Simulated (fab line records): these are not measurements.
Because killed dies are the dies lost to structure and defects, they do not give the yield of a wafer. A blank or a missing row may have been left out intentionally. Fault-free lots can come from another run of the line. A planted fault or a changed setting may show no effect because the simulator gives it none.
Chamber matching    flow gf180mcu    rie-diel-04 running GF_V5_ETCH_16: 4 sister chambers
The step etches BARC in N2/H2. 18 wafers are shown with their chamber, then 9 later ones without.

WAFERS PAIRED WITH THEIR CHAMBERS
wafer   chamber  drypump-motor-current-A (A)  rf-fwd-power-W (W)  oes-product-au (a.u.)
L574.3  1        6.0                          494.3               0.850
L574.4  0        5.4                          491.5               0.859
L574.6  0        5.4                          492.6               0.851
L575.1  2        5.6                          489.7               0.851
L575.5  2        5.5                          494.0               0.844
L575.6  1        6.0                          494.7               0.850
L576.2  3        6.0                          495.5               0.848
L576.3  1        6.0                          491.4               0.854
L576.6  3        5.9                          497.0               0.859
L578.3  0        5.4                          492.5               0.856
L578.5  0        5.4                          493.1               0.854
L578.6  1        6.0                          493.0               0.857
L579.2  1        6.0                          493.8               0.859
L579.3  3        6.0                          496.5               0.856
L579.4  2        5.5                          489.2               0.849
L581.2  0        5.4                          491.1               0.857
L581.4  3        6.0                          497.3               0.857
L581.6  0        5.4                          492.8               0.853

SIGNATURES, as means of the wafers listed above
reading                  chamber 0  chamber 1  chamber 2  chamber 3  scatter within a chamber
drypump-motor-current-A  5.400      6.000      5.533      5.975      0.0318
rf-fwd-power-W           492.267    493.440    490.967    496.575    1.35
oes-product-au           0.85500    0.85400    0.84800    0.85500    0.00382
Rule: distance of a wafer from a chamber = root of the sum over the readings of ((wafer's reading minus chamber's mean) / reading's scatter) squared. The wafer belongs to the nearest chamber; if the next one is less than 2 further off, it can't be placed. How the scatter is found: for the shown wafers, subtract from each reading the mean of its chamber, square and add these, divide the total by (wafers less chambers), then take the root.

WAFERS WITHOUT THEIR CHAMBER
wafer   drypump-motor-current-A (A)  rf-fwd-power-W (W)  oes-product-au (a.u.)
L586.2  5.6                          494.0               0.856
L586.3  6.0                          495.9               0.858
L586.5  6.0                          492.8               0.855
L593.3  5.4                          493.4               0.850
L593.4  6.0                          493.2               0.845
L593.6  5.6                          495.0               0.853
L597.1  5.4                          495.2               0.852
L597.3  6.0                          494.8               0.857
L597.6  6.0                          492.7               0.860

CHAMBER TAKEN BY EACH
wafer   from the rows above      in truth
L586.2  2                        2
L586.3  can't be placed: 3 or 1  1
L586.5  1                        1
L593.3  0                        0
L593.4  can't be placed: 1 or 3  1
L593.6  2                        2
L597.1  0                        0
L597.3  can't be placed: 1 or 3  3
L597.6  can't be placed: 1 or 3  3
Correct placement for 5 of the 9. Not placeable from these rows: 4 (in 4, the candidates include the true chamber). Number placed wrongly: 0.
